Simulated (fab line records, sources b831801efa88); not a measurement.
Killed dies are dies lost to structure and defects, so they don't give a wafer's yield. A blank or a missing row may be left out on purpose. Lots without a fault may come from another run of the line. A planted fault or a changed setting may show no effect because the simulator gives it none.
fab line records | flow gf180mcu
record lots=12 wafers=36 last_day=34
route steps=602 shown V3@430 M4@456 MIM@508 M5@536
lots that met no fault: from a run of the same line without faults
start_h: hours from the record's first day to the start of the lot's first wafer shown | wait_h: hours since the lot's step before | " the same as in the row above | L1.1+2: a row that stands for several wafers | - no value, or no start given | * or withheld: withheld | < > ~ a bound
route shown NAME@n: a module of which the file shows steps, and the number in the route of the first | usual: mean/standard deviation of fault-free wafers | same: alike in all rows | chamber/n: place in a boat | sites: the reading at each site | _std_site: their standard deviation | _edge_site: outer sites' mean less inner sites' | radius_mm: how far each site lies from the wafer's centre | mask NAME#n: copy n | behind: the tool/chamber that last shaped the wafer | hold: why the lot was held/for how many hours/how that ended | device: the transistor (n, p or np) that didn't switch | end of line: the same wafers' tests at the end of the route | a step without rows: its recipe alone | killed: dies lost to structure and defects at the first sort, not the wafer's yield | map: a wafer's dies, x killed, . not, _ none there
set.NAME: the setting as run; set.NAME@STEP: as run at that earlier step | model.NAME: the simulator's own value behind a step, which no gauge read
steps of the route over a sample of lots; a table a step, a row a wafer
services: from which hour (start_h, from the record's first day; less than 0 if before it) a tool's chamber was out of use, for how many hours, and why
## steps
# step GF_V3_THK_MEAS_01
# recipe reads=SiO2_of_V3_CVD_00
# usual V3_CVD_00_THK=598/4.8
# columns lot.wafer tool chamber start_h wait_h V3_CVD_00_THK[nm]
L639.2 film_metro-03 - 492.53 0.0 599
L639.3 " - " " 598
L639.4 " - " " 604
L641.2 film_metro-01 - 509.64 0.0 599
L641.4 " - " " 600
L641.5 " - " " 603
L646.2 film_metro-02 - 548.76 0.0 593
L646.3 " - " " 596
L646.4 " - " " 597
L647.1 film_metro-02 - 561.96 0.0 590
L647.2 " - " " 599
L647.6 " - " " 602
L649.2 film_metro-02 - 578.96 0.0 600
L649.5 " - " " 591
L649.6 " - " " 601
L655.1 film_metro-02 - 626.45 0.0 597
L655.3 " - " " 604
L655.6 " - " " 595
L656.2 film_metro-01 - 630.26 0.0 602
L656.3 " - " " 596
L656.5 " - " " 595
L657.1 film_metro-01 - 642.61 0.0 594
L657.4 " - " " 596
L657.5 " - " " 586
L659.1 film_metro-02 - 650.75 0.0 600
L659.3 " - " " 609
L659.5 " - " " 607
L660.1 film_metro-02 - 659.86 0.0 597
L660.2 " - " " 594
L660.6 " - " " 595
L661.1 film_metro-01 - 660.92 0.0 592
L661.3 " - " " 591
L661.6 " - " " 591
L662.1 film_metro-01 - 671.98 0.0 603
L662.2 " - " " 601
L662.4 " - " " 600
# step GF_M4_SPUTTER_00
# recipe material=Ti target_thk_nm=37.5 arriving_ion_energy_ev=80 substrate_temp_c=200 chamber_pressure_pa=2 power_w=4000 time_s=150
# usual throttle_valve_pct=30.5/1.4
# columns lot.wafer tool chamber start_h wait_h throttle_valve_pct
L639.2 pvd_sputter-04 - 518.17 0.2 30.2
L639.3 " - " " 31.0
L639.4 " - " " 27.7
L641.2 pvd_sputter-02 - 534.89 0.2 30.9
L641.4 " - " " 29.2
L641.5 " - " " 30.8
L646.2 pvd_sputter-02 - 573.46 0.2 30.7
L646.3 " - " " 32.2
L646.4 " - " " 28.8
L647.1 pvd_sputter-04 - 585.23 0.3 31.5
L647.2 " - " " 28.1
L647.6 " - " " 31.0
L649.2 pvd_sputter-03 - 601.61 0.1 30.3
L649.5 " - " " 30.2
L649.6 " - " " 30.6
L655.1 pvd_sputter-04 - 648.80 0.1 27.6
L655.3 " - " " 32.1
L655.6 " - " " 30.1
L656.2 pvd_sputter-04 - 652.25 0.1 31.3
L656.3 " - " " 32.2
L656.5 " - " " 31.3
L657.1 pvd_sputter-02 - 664.83 0.2 31.3
L657.4 " - " " 30.6
L657.5 " - " " 30.6
L659.1 pvd_sputter-04 - 672.77 0.2 31.0
L659.3 " - " " 32.2
L659.5 " - " " 30.2
L660.1 pvd_sputter-02 - 681.83 0.2 32.0
L660.2 " - " " 31.2
L660.6 " - " " 32.1
L661.1 pvd_sputter-02 - 682.75 0.2 29.0
L661.3 " - " " 31.3
L661.6 " - " " 32.3
L662.1 pvd_sputter-04 - 692.45 0.1 32.1
L662.2 " - " " 31.2
L662.4 " - " " 27.9
# step GF_MIM_CVD_05
# recipe material=Si3N4 target_thk_nm=42 temp_max_c=400 temp_c=385 time_s=29.086 rf_w=450
# usual heater_power_w=695/92
# columns lot.wafer tool chamber start_h wait_h heater_power_w
L639.2 pecvd-02 1 567.00 0.0 573
L639.3 " 0 " " 589
L639.4 " 2 " " 573
L641.2 pecvd-03 0 581.79 0.0 843
L641.4 " 0 " " 824
L641.5 " 2 " " 642
L646.2 pecvd-03 0 618.87 0.0 886
L646.3 " 1 " " 790
L646.4 " 2 " " 655
L647.1 pecvd-03 1 629.60 0.0 785
L647.2 " 2 " " 673
L647.6 " 1 " " 792
L649.2 pecvd-02 0 646.55 0.0 637
L649.5 " 1 " " 613
L649.6 " 0 " " 638
L655.1 pecvd-03 2 689.87 0.0 727
L655.3 " 1 " " 789
L655.6 " 2 " " 714
L656.2 pecvd-03 0 694.83 0.0 748
L656.3 " 2 " " 724
L656.5 " 2 " " 722
L657.1 pecvd-02 1 706.02 0.0 622
L657.4 " 1 " " 609
L657.5 " 2 " " 706
L659.1 pecvd-03 0 713.77 0.0 862
L659.3 " 1 " " 643
L659.5 " 1 " " 641
L660.1 pecvd-01 2 721.81 0.0 581
L660.2 " 1 " " 677
L660.6 " 0 " " 708
L661.1 pecvd-01 1 723.56 0.0 587
L661.3 " 2 " " 542
L661.6 " 1 " " 589
L662.1 pecvd-03 0 732.03 0.0 783
L662.2 " 2 " " 616
L662.4 " 2 " " 634
# step GF_MIM_THK_MEAS_06
# recipe reads=Si3N4_of_MIM_CVD_05
# usual MIM_CVD_05_THK=41.9/0.57
# columns lot.wafer tool chamber start_h wait_h hold MIM_CVD_05_THK[nm]
L639.2 film_metro-02 - 567.04 0.0 - 41.5
L639.3 " - " " - 41.5
L639.4 " - " " - 41.9
L641.2 film_metro-01 - 581.84 0.0 - 41.7
L641.4 " - " " - 42.0
L641.5 " - " " - 42.3
L646.2 film_metro-04 - 618.91 0.0 await_dispo/0.2h/release 44.2
L646.3 " - " " await_dispo/0.2h/release 43.3
L646.4 " - " " await_dispo/0.2h/release 45.3
L646.2 film_metro-04 - 619.19 0.3 - 44.2
L646.3 " - " " - 43.3
L646.4 " - " " - 45.3
L647.1 film_metro-02 - 629.63 0.0 await_dispo/0.2h/release 43.0
L647.2 " - " " await_dispo/0.2h/release 43.6
L647.6 " - " " await_dispo/0.2h/release 44.0
L647.1 film_metro-02 - 629.86 0.2 - 43.0
L647.2 " - " " - 43.7
L647.6 " - " " - 44.0
L649.2 film_metro-02 - 646.59 0.0 - 42.1
L649.5 " - " " - 42.7
L649.6 " - " " - 42.8
L655.1 film_metro-01 - 689.90 0.0 - 42.0
L655.3 " - " " - 41.9
L655.6 " - " " - 43.2
L656.2 film_metro-02 - 694.87 0.0 - 41.4
L656.3 " - " " - 41.9
L656.5 " - " " - 42.3
L657.1 film_metro-04 - 706.06 0.0 - 41.6
L657.4 " - " " - 42.4
L657.5 " - " " - 42.3
L659.1 film_metro-04 - 713.80 0.0 - 42.1
L659.3 " - " " - 41.1
L659.5 " - " " - 41.9
L660.1 film_metro-02 - 721.85 0.0 - 42.3
L660.2 " - " " - 42.1
L660.6 " - " " - 42.5
L661.1 film_metro-02 - 723.59 0.0 - 41.9
L661.3 " - " " - 41.6
L661.6 " - " " - 42.8
L662.1 film_metro-02 - 732.06 0.0 - 41.9
L662.2 " - " " - 41.7
L662.4 " - " " - 42.8
# step GF_M5_METAL_ETCH_10
# recipe chemistry=Cl2/BCl3 mask_material=KrF target_depth_nm=627.5 stop_on=SiO2 pressure_mtorr=8 icp_w=800 bias_w=140 Cl2_flow_sccm=80 bcl3_flow_sccm=40 time_s=104.6
# usual drypump_motor_current_A=5.9/0.45 he_backside_leak_sccm=3.36/0.24 oes_product_au=0.972/0.0059 throttle_valve_pct=28.250/0.0096
# columns lot.wafer tool chamber start_h wait_h drypump_motor_current_A he_backside_leak_sccm oes_product_au rf_hours_counter_h throttle_valve_pct
L639.2 rie_metal-01 1 610.84 0.0 6.1 3.17 0.973 - 28.256
L639.3 " 1 " " 6.1 3.21 0.980 - 28.250
L639.4 " 1 " " 6.1 3.21 0.975 - 28.264
L641.2 rie_metal-04 1 624.20 0.0 5.1 3.55 0.964 2.8 28.249
L641.4 " 0 " " 6.2 3.02 0.968 - 28.264
L641.5 " 0 " " 6.2 2.99 0.969 - 28.253
L646.2 rie_metal-04 0 659.56 0.0 6.2 2.93 0.977 2.0 28.247
L646.3 " 0 " " 6.2 3.00 0.979 - 28.260
L646.4 " 1 " " 5.1 3.54 0.977 - 28.254
L647.1 rie_metal-04 1 669.81 0.0 5.1 3.42 0.964 4.3 28.254
L647.2 " 0 " " 6.2 2.91 0.969 2.3 28.260
L647.6 " 0 " " 6.2 3.04 0.977 - 28.238
L649.2 rie_metal-03 1 685.85 0.0 6.1 3.72 0.974 - 28.251
L649.5 " 1 " " 6.2 3.72 0.961 - 28.256
L649.6 " 1 " " 6.1 3.75 0.974 - 28.235
L655.1 rie_metal-04 1 727.01 0.0 5.1 3.55 0.970 6.5 28.239
L655.3 " 0 " " 6.2 3.20 0.973 - 28.245
L655.6 " 0 " " 6.2 3.21 0.975 - 28.239
L656.2 rie_metal-01 1 731.61 0.0 6.1 3.18 0.973 6.5 28.247
L656.3 " 0 " " 6.0 3.27 0.964 - 28.243
L656.5 " 1 " " 6.2 3.12 0.964 - 28.262
L657.1 rie_metal-04 0 742.16 0.0 6.1 2.98 0.978 5.0 28.244
L657.4 " 0 " " 6.2 2.98 0.964 - 28.252
L657.5 " 0 " " 6.2 2.99 0.966 - 28.262
L659.1 rie_metal-03 1 749.01 0.0 6.2 3.44 0.973 12.3 28.259
L659.3 " 1 " " 6.1 3.67 0.971 - 28.256
L659.5 " 0 " " 6.3 3.47 0.971 - 28.258
L660.1 rie_metal-04 0 754.50 0.0 6.2 3.00 0.974 5.6 28.239
L660.2 " 1 " " 5.1 3.57 0.972 7.6 28.252
L660.6 " 1 " " 5.1 3.54 0.964 - 28.245
L661.1 rie_metal-01 1 756.01 0.0 6.2 3.37 0.971 8.2 28.247
L661.3 " 1 " " 6.2 3.28 0.967 - 28.262
L661.6 " 1 " " 6.2 3.15 0.969 - 28.251
L662.1 rie_metal-04 1 765.45 0.0 5.1 3.55 0.963 8.0 28.245
L662.2 " 0 " " 6.2 3.17 0.976 6.0 28.251
L662.4 " 0 " " 6.2 3.05 0.969 - 28.259
## services
# columns tool chamber start_h hours kind
pvd_sputter-03 - 512.91 1.0 repair
pvd_sputter-02 - 525.37 2.5 repair
pvd_sputter-03 - 526.40 10.5 repair
pvd_sputter-03 - 528.27 0.8 repair
pecvd-02 - 535.52 5.5 pm
rie_metal-04 0 562.34 - clean
rie_metal-04 0 562.34 14.3 scheduled_down
rie_metal-03 0 571.83 8.2 repair
pecvd-03 - 586.20 0.8 repair
rie_metal-04 - 588.70 14.6 pm
pecvd-03 - 588.96 0.7 repair
pecvd-01 - 589.81 5.5 pm
rie_metal-03 - 590.26 9.0 repair
pecvd-02 2 597.50 8.7 repair
pecvd-03 - 598.36 1.9 repair
pecvd-03 0 631.36 10.1 repair
pecvd-03 1 640.53 3.7 repair
pvd_sputter-04 - 695.28 1.6 repair
pecvd-01 - 710.15 1.2 repair
pecvd-03 - 715.38 2.8 pm
pecvd-03 - 721.56 0.3 repair
rie_metal-01 0 741.69 50.6 repair
pvd_sputter-03 - 749.64 9.4 repair
pecvd-01 2 757.53 3.7 repair
## key
first_sign step=GF_MIM_THK_MEAS_06 reading=visit direction=added
effect step=GF_MIM_THK_MEAS_06 reading=MIM_CVD_05_THK direction=up sigmas=3.4 usual=41.9 struck=43.9
met_at GF_MIM_CVD_05
struck_lots L646,L647
not_acting_at GF_V3_THK_MEAS_01,GF_M4_SPUTTER_00,GF_M5_METAL_ETCH_10
onset_between 581.79 618.87
fault kind=process_parameter_drift tool=pecvd-03 chamber=- onset_h=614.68 steps=GF_MIM_CVD_05 channel=target_thk_nm offset=2.3847 shape=step end_h=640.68 acts_in=these_recipes_only stated=42
